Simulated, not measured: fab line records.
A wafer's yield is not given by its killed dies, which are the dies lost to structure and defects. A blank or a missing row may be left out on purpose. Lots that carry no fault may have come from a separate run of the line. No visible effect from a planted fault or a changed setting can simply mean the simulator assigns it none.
fab line records -- flow sky130
record: lots: 10, wafers: 30, lastDay: 50
route steps=708 shown METAL1@454 VIA1@459 VIA2@508
lots untouched by any fault: they come from a run of this same line in which no faults occurred
startH: the number of hours between the record's first day and the start of the first shown wafer of the lot -- waitH: hours from the lot's prior step to this one -- " unchanged from the row above -- L1.1+2: a row that stands for several wafers -- - value missing, or start not given -- * or withheld: withheld -- < > ~ a bound
route shown NAME@n: names a module that has steps shown in the file, with the first one's number in the route -- usual: mean/standard deviation taken from wafers without a fault -- same: alike in all rows -- chamber/n: place in a boat -- sites: per-site readings -- _std_site: the values' standard deviation -- _edge_site: inner sites' mean taken away from outer sites' mean -- radiusMm: for every site, how far away it sits from the centre of the wafer -- mask NAME#n: copy n -- behind: the tool/chamber that last shaped the wafer -- hold: the reason the lot was held/the length of the hold in hours/how it ended -- device: the transistor (n, p or np) that didn't switch -- end of line: the tests these same wafers got at the end of their route -- for a step that has no rows: nothing shown but its recipe -- killed: dies lost to structure and defects at the first sort, not the wafer's yield -- map: the dies of a wafer, with x for killed, . for not killed, _ for no die there
set.NAME: the setting the step ran with; set.NAME@STEP: the setting that earlier step ran with -- model.NAME: the simulator's own value behind a step, which no gauge read
route steps across a sampled set of lots; one table per step, one row per wafer
services: a tool's chamber out of use, with start hour (startH, from the record's first day; less than 0 if before it), hours out, and reason
== steps ==
step: SKY_METAL1_STRIP_20
recipe: chemistry: O2/N2, powerW: 1400, pressureMtorr: 1500, platenTempC: withheld, o2FlowSccm: 3000, n2FlowSccm: 300, overashFraction: 0.5
usual: drypumpMotorCurrentA: 5.7/0.5, oesProductAu: 0.342/0.005, stripTimeToEndpointS: 2.70/0.04
lot.wafer,tool,chamber,startH,waitH,drypumpMotorCurrentA,oesProductAu,rfHoursCounterH,stripTimeToEndpointS
L994.2,plasmaAsher-02,0,766.92,0.1,5.5,0.343,33,2.69
L994.3,plasmaAsher-02,1,766.92,0.1,5.4,0.344,-,2.77
L994.5,plasmaAsher-02,1,766.92,0.1,5.4,0.344,-,2.76
L995.4,plasmaAsher-02,1,774.84,0.1,5.4,0.344,-,2.68
L995.5,plasmaAsher-02,0,774.84,0.1,5.5,0.340,-,2.72
L995.6,plasmaAsher-02,1,774.84,0.1,5.4,0.348,-,2.69
L996.3,plasmaAsher-02,1,777.59,0.1,5.4,0.347,-,2.73
L996.4,plasmaAsher-02,0,777.59,0.1,5.5,0.344,-,2.64
L996.6,plasmaAsher-02,1,777.59,0.1,5.4,0.336,-,2.70
L107.1,plasmaAsher-03,1,867.80,0.1,5.4,0.340,104,2.64
L107.2,plasmaAsher-03,0,867.80,0.1,6.5,0.340,104,2.71
L107.6,plasmaAsher-03,0,867.80,0.1,6.5,0.342,-,2.68
L109.2,plasmaAsher-03,1,874.01,0.1,5.4,0.339,105,2.71
L109.3,plasmaAsher-03,1,874.01,0.1,5.3,0.351,-,2.71
L109.6,plasmaAsher-03,1,874.01,0.1,5.3,0.348,-,2.69
L111.4,plasmaAsher-01,0,894.44,0.1,6.6,0.346,-,2.77
L111.5,plasmaAsher-01,0,894.44,0.1,6.6,0.348,-,2.75
L111.6,plasmaAsher-01,1,894.44,0.1,5.4,0.339,-,2.66
L112.3,plasmaAsher-03,0,903.54,0.1,6.4,0.340,-,2.74
L112.4,plasmaAsher-03,1,903.54,0.1,5.4,0.334,-,2.65
L112.6,plasmaAsher-03,1,903.54,0.1,5.4,0.337,-,2.65
L113.1,plasmaAsher-03,1,907.34,0.1,5.3,0.336,108,2.73
L113.5,plasmaAsher-03,0,907.34,0.1,6.4,0.339,-,2.70
L113.6,plasmaAsher-03,1,907.34,0.1,5.4,0.345,-,2.77
L114.1,plasmaAsher-02,0,913.86,0.1,5.5,0.345,48,2.65
L114.2,plasmaAsher-02,1,913.86,0.1,5.5,0.339,48,2.69
L114.3,plasmaAsher-02,0,913.86,0.1,5.5,0.352,-,2.76
L116.2,plasmaAsher-03,1,924.31,0.1,5.3,0.345,110,2.63
L116.4,plasmaAsher-03,0,924.31,0.1,6.5,0.336,-,2.73
L116.6,plasmaAsher-03,1,924.31,0.1,5.4,0.340,-,2.66
step: SKY_VIA1_THK_MEAS_01
recipe: reads: SiO2_of_VIA1_HDPCVD_00
usual: VIA1_HDPCVD_THK: 1026/11
lot.wafer,tool,chamber,startH,waitH,VIA1_HDPCVD_THK[nm]
L994.2,filmMetro-02,-,767.64,0.1,1021
L994.3,filmMetro-02,-,767.64,0.1,1012
L994.5,filmMetro-02,-,767.64,0.1,1029
L995.4,filmMetro-03,-,775.59,0.0,1036
L995.5,filmMetro-03,-,775.59,0.0,1038
L995.6,filmMetro-03,-,775.59,0.0,1003
L996.3,filmMetro-04,-,778.32,0.1,1021
L996.4,filmMetro-04,-,778.32,0.1,1029
L996.6,filmMetro-04,-,778.32,0.1,1014
L107.1,filmMetro-02,-,868.54,0.1,1027
L107.2,filmMetro-02,-,868.54,0.1,1023
L107.6,filmMetro-02,-,868.54,0.1,1017
L109.2,filmMetro-02,-,874.77,0.1,1036
L109.3,filmMetro-02,-,874.77,0.1,1021
L109.6,filmMetro-02,-,874.77,0.1,1024
L111.4,filmMetro-04,-,895.15,0.0,1040
L111.5,filmMetro-04,-,895.15,0.0,1018
L111.6,filmMetro-04,-,895.15,0.0,1034
L112.3,filmMetro-03,-,904.32,0.1,1018
L112.4,filmMetro-03,-,904.32,0.1,1040
L112.6,filmMetro-03,-,904.32,0.1,1019
L113.1,filmMetro-02,-,908.46,0.1,1020
L113.5,filmMetro-02,-,908.46,0.1,1018
L113.6,filmMetro-02,-,908.46,0.1,1012
L114.1,filmMetro-03,-,914.56,0.1,1025
L114.2,filmMetro-03,-,914.56,0.1,1020
L114.3,filmMetro-03,-,914.56,0.1,1015
L116.2,filmMetro-03,-,925.54,0.1,1028
L116.4,filmMetro-03,-,925.54,0.1,1044
L116.6,filmMetro-03,-,925.54,0.1,1039
step: SKY_VIA1_CVD_21
recipe: material: W, targetThkNm: 270, timeS: 80.902, tempC: 400, pressureTorr: 40
usual: heaterPowerW: 873/91
lot.wafer,tool,chamber,startH,waitH,heaterPowerW
L994.2,cvdW-01,0,795.52,0.0,895
L994.3,cvdW-01,1,795.52,0.0,777
L994.5,cvdW-01,1,795.52,0.0,763
L995.4,cvdW-01,1,804.19,0.1,784
L995.5,cvdW-01,0,804.19,0.1,869
L995.6,cvdW-01,1,804.19,0.1,773
L996.3,cvdW-01,0,806.62,0.1,882
L996.4,cvdW-01,1,806.62,0.1,788
L996.6,cvdW-01,1,806.62,0.1,784
L107.1,cvdW-01,1,896.67,0.0,794
L107.2,cvdW-01,0,896.67,0.0,902
L107.6,cvdW-01,0,896.67,0.0,890
L109.2,cvdW-01,0,902.40,0.0,899
L109.3,cvdW-01,1,902.40,0.0,773
L109.6,cvdW-01,1,902.40,0.0,791
L111.4,cvdW-02,0,921.62,0.1,826
L111.5,cvdW-02,1,921.62,0.1,1004
L111.6,cvdW-02,0,921.62,0.1,821
L112.3,cvdW-02,1,930.34,0.1,1008
L112.4,cvdW-02,0,930.34,0.1,833
L112.6,cvdW-02,1,930.34,0.1,1046
L113.1,cvdW-02,1,935.01,0.0,1032
L113.5,cvdW-02,0,935.01,0.0,821
L113.6,cvdW-02,1,935.01,0.0,1033
L114.1,cvdW-01,1,940.16,0.0,780
L114.2,cvdW-01,0,940.16,0.0,825
L114.3,cvdW-01,1,940.16,0.0,795
L116.2,cvdW-01,0,952.07,0.0,817
L116.4,cvdW-01,0,952.07,0.0,843
L116.6,cvdW-01,1,952.07,0.0,796
step: SKY_VIA1_RS_MEAS_22
recipe: thkMeasGauge: four-point-probe, reads: W_of_VIA1_CVD_21+TiN_of_VIA1_SPUTTER_20
usual: VIA1_W_RS: 0.428/0.0064
lot.wafer,tool,chamber,startH,waitH,VIA1_W_RS[ohm/sq]
L994.2,filmMetro-03,-,795.64,0.1,0.426
L994.3,filmMetro-03,-,795.64,0.1,0.420
L994.5,filmMetro-03,-,795.64,0.1,0.426
L995.4,filmMetro-03,-,804.31,0.1,0.423
L995.5,filmMetro-03,-,804.31,0.1,0.428
L995.6,filmMetro-03,-,804.31,0.1,0.423
L996.3,filmMetro-02,-,806.72,0.1,0.436
L996.4,filmMetro-02,-,806.72,0.1,0.432
L996.6,filmMetro-02,-,806.72,0.1,0.528
L107.1,filmMetro-03,-,896.77,0.1,0.425
L107.2,filmMetro-03,-,896.77,0.1,0.427
L107.6,filmMetro-03,-,896.77,0.1,0.419
L109.2,filmMetro-04,-,902.51,0.1,0.427
L109.3,filmMetro-04,-,902.51,0.1,0.432
L109.6,filmMetro-04,-,902.51,0.1,0.427
L111.4,filmMetro-02,-,921.74,0.1,0.426
L111.5,filmMetro-02,-,921.74,0.1,0.437
L111.6,filmMetro-02,-,921.74,0.1,0.424
L112.3,filmMetro-02,-,930.44,0.1,0.434
L112.4,filmMetro-02,-,930.44,0.1,0.423
L112.6,filmMetro-02,-,930.44,0.1,0.428
L113.1,filmMetro-04,-,935.10,0.1,0.430
L113.5,filmMetro-04,-,935.10,0.1,0.421
L113.6,filmMetro-04,-,935.10,0.1,0.434
L114.1,filmMetro-04,-,940.25,0.1,0.429
L114.2,filmMetro-04,-,940.25,0.1,0.418
L114.3,filmMetro-04,-,940.25,0.1,0.426
L116.2,filmMetro-03,-,952.19,0.1,0.414
L116.4,filmMetro-03,-,952.19,0.1,0.410
L116.6,filmMetro-03,-,952.19,0.1,0.413
step: SKY_VIA1_THK_MEAS_23
recipe: thkMeasGauge: xrf, reads: W_of_VIA1_CVD_21
usual: VIA1_W_THK: 263/4.8
lot.wafer,tool,chamber,startH,waitH,VIA1_W_THK[nm]
L994.2,filmMetro-03,-,795.75,0.1,265
L994.3,filmMetro-03,-,795.75,0.1,270
L994.5,filmMetro-03,-,795.75,0.1,264
L995.4,filmMetro-03,-,804.40,0.1,267
L995.5,filmMetro-03,-,804.40,0.1,264
L995.6,filmMetro-03,-,804.40,0.1,267
L996.3,filmMetro-02,-,806.82,0.1,255
L996.4,filmMetro-02,-,806.82,0.1,256
L996.6,filmMetro-02,-,806.82,0.1,213
L107.1,filmMetro-03,-,896.89,0.1,265
L107.2,filmMetro-03,-,896.89,0.1,265
L107.6,filmMetro-03,-,896.89,0.1,270
L109.2,filmMetro-04,-,902.62,0.1,264
L109.3,filmMetro-04,-,902.62,0.1,261
L109.6,filmMetro-04,-,902.62,0.1,264
L111.4,filmMetro-02,-,921.83,0.1,264
L111.5,filmMetro-02,-,921.83,0.1,256
L111.6,filmMetro-02,-,921.83,0.1,263
L112.3,filmMetro-02,-,930.54,0.1,258
L112.4,filmMetro-02,-,930.54,0.1,264
L112.6,filmMetro-02,-,930.54,0.1,259
L113.1,filmMetro-04,-,935.22,0.1,263
L113.5,filmMetro-04,-,935.22,0.1,269
L113.6,filmMetro-04,-,935.22,0.1,260
L114.1,filmMetro-04,-,940.37,0.1,262
L114.2,filmMetro-04,-,940.37,0.1,269
L114.3,filmMetro-04,-,940.37,0.1,264
L116.2,filmMetro-03,-,952.30,0.1,274
L116.4,filmMetro-03,-,952.30,0.1,276
L116.6,filmMetro-03,-,952.30,0.1,275
step: SKY_VIA1_CMP_24
recipe: stopOn: SiO2, tOverpolishS: 15, downForcePsi: 3.5, platenRpm: 60, targetThkNm: 0, padVelocityMS: 0.94248
usual: motorCurrentA: 10.6/0.83, timeToEndpointS: 67/3.6
lot.wafer,tool,chamber,startH,waitH,motorCurrentA,timeToEndpointS
L994.2,cmp-01,3,795.90,0.1,10.5,66
L994.3,cmp-01,0,795.90,0.1,11.8,66
L994.5,cmp-01,1,795.90,0.1,9.1,65
L995.4,cmp-02,0,804.58,0.2,9.9,64
L995.5,cmp-02,1,804.58,0.2,10.9,71
L995.6,cmp-02,2,804.58,0.2,10.9,67
L996.4,cmp-02,0,806.86,0.0,9.5,66
L996.3,cmp-02,3,806.86,0.0,11.0,71
L996.6,cmp-02,0,806.86,0.0,9.8,53
L107.1,cmp-01,0,897.05,0.1,12.3,65
L107.2,cmp-01,1,897.05,0.1,9.9,67
L107.6,cmp-01,2,897.05,0.1,9.5,69
L109.2,cmp-02,0,902.67,0.0,10.3,58
L109.3,cmp-02,1,902.67,0.0,11.2,66
L109.6,cmp-02,1,902.67,0.0,10.9,66
L111.4,cmp-01,1,921.91,0.1,9.9,67
L111.6,cmp-01,0,921.91,0.1,11.6,63
L111.5,cmp-01,1,921.91,0.1,9.5,65
L112.3,cmp-02,2,930.58,0.0,12.2,64
L112.4,cmp-02,0,930.58,0.0,9.8,60
L112.6,cmp-02,3,930.58,0.0,10.9,66
L113.1,cmp-01,1,935.33,0.1,9.3,70
L113.6,cmp-01,0,935.33,0.1,11.3,66
L113.5,cmp-01,1,935.33,0.1,9.6,70
L114.1,cmp-01,3,940.43,0.1,11.4,68
L114.3,cmp-01,0,940.43,0.1,11.9,69
L114.2,cmp-01,2,940.43,0.1,9.8,70
L116.4,cmp-01,0,952.61,0.3,12.0,67
L116.2,cmp-01,1,952.61,0.3,9.1,70
L116.6,cmp-01,3,952.61,0.3,11.3,65
step: SKY_VIA2_THK_MEAS_01
recipe: reads: SiO2_of_VIA2_HDPCVD_00
usual: VIA2_HDPCVD_THK: 1183/16
lot.wafer,tool,chamber,startH,waitH,VIA2_HDPCVD_THK[nm]
L994.2,filmMetro-04,-,823.04,0.1,1176
L994.3,filmMetro-04,-,823.04,0.1,1157
L994.5,filmMetro-04,-,823.04,0.1,1188
L995.4,filmMetro-01,-,832.31,0.0,1201
L995.5,filmMetro-01,-,832.31,0.0,1211
L995.6,filmMetro-01,-,832.31,0.0,1209
L996.3,filmMetro-02,-,834.95,0.1,1178
L996.4,filmMetro-02,-,834.95,0.1,1170
L996.6,filmMetro-02,-,834.95,0.1,1167
L107.1,filmMetro-01,-,924.31,0.1,1191
L107.2,filmMetro-01,-,924.31,0.1,1202
L107.6,filmMetro-01,-,924.31,0.1,1179
L109.2,filmMetro-01,-,930.58,0.1,1189
L109.3,filmMetro-01,-,930.58,0.1,1182
L109.6,filmMetro-01,-,930.58,0.1,1180
L111.4,filmMetro-04,-,948.06,0.0,1184
L111.5,filmMetro-04,-,948.06,0.0,1189
L111.6,filmMetro-04,-,948.06,0.0,1178
L112.3,filmMetro-01,-,957.51,0.1,1166
L112.4,filmMetro-01,-,957.51,0.1,1180
L112.6,filmMetro-01,-,957.51,0.1,1168
L113.1,filmMetro-04,-,962.14,0.1,1169
L113.5,filmMetro-04,-,962.14,0.1,1170
L113.6,filmMetro-04,-,962.14,0.1,1168
L114.1,filmMetro-04,-,967.58,0.1,1165
L114.2,filmMetro-04,-,967.58,0.1,1172
L114.3,filmMetro-04,-,967.58,0.1,1187
L116.2,filmMetro-04,-,979.20,0.1,1201
L116.4,filmMetro-04,-,979.20,0.1,1199
L116.6,filmMetro-04,-,979.20,0.1,1186
== services ==
tool,chamber,startH,hours,kind
cmp-02,-,744.00,4.0,pm
cvdW-01,1,748.42,14.6,repair
cmp-01,-,754.79,1.3,repair
plasmaAsher-03,-,768.12,8.2,repair
cvdW-02,-,776.91,1.5,repair
plasmaAsher-03,-,783.98,2.8,pm
cmp-02,-,790.68,0.4,repair
cmp-01,-,802.97,4.3,repair
cmp-02,-,815.23,2.9,pm
cmp-02,-,844.32,3.1,repair
cmp-01,-,853.38,0.8,repair
cmp-01,-,860.90,0.3,repair
cvdW-01,1,870.33,4.2,repair
cvdW-02,-,890.33,4.3,pm
plasmaAsher-03,-,899.40,1.0,repair
cvdW-01,-,904.00,14.0,pm
cvdW-01,0,904.00,14.0,ventCycle
cvdW-01,1,904.00,14.0,ventCycle
plasmaAsher-01,-,904.09,1.9,repair
cmp-01,-,912.00,4.0,pm
cvdW-01,0,918.00,-,clean
plasmaAsher-01,-,918.16,0.6,repair
cvdW-01,-,933.72,2.8,pm
cmp-01,-,947.38,4.5,repair
== key ==
firstSign: step: SKY_VIA1_RS_MEAS_22, reading: VIA1_W_RS, direction: up, sigmas: 16, usual: 0.428, struck: 0.528
effect: step: SKY_VIA1_THK_MEAS_23, reading: VIA1_W_THK, direction: down, sigmas: 11, usual: 263, struck: 213
effect: step: SKY_VIA1_CMP_24, reading: timeToEndpointS, direction: down, sigmas: 3.9, usual: *, struck: *
metAt SKY_VIA1_CVD_21
struckLots L996
struckWafers L996.6
notActingAt SKY_METAL1_STRIP_20,SKY_VIA1_THK_MEAS_01,SKY_VIA2_THK_MEAS_01
onsetBetween 804.19 806.62
fault: kind: processParameterDrift, tool: cvdW-01, chamber: -, onsetH: 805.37, steps: SKY_VIA1_CVD_21, channel: targetThkNm, offset: -47.822, shape: step, endH: 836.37, scope: struckWafersOnly, actsIn: theseRecipesOnly, stated: 270
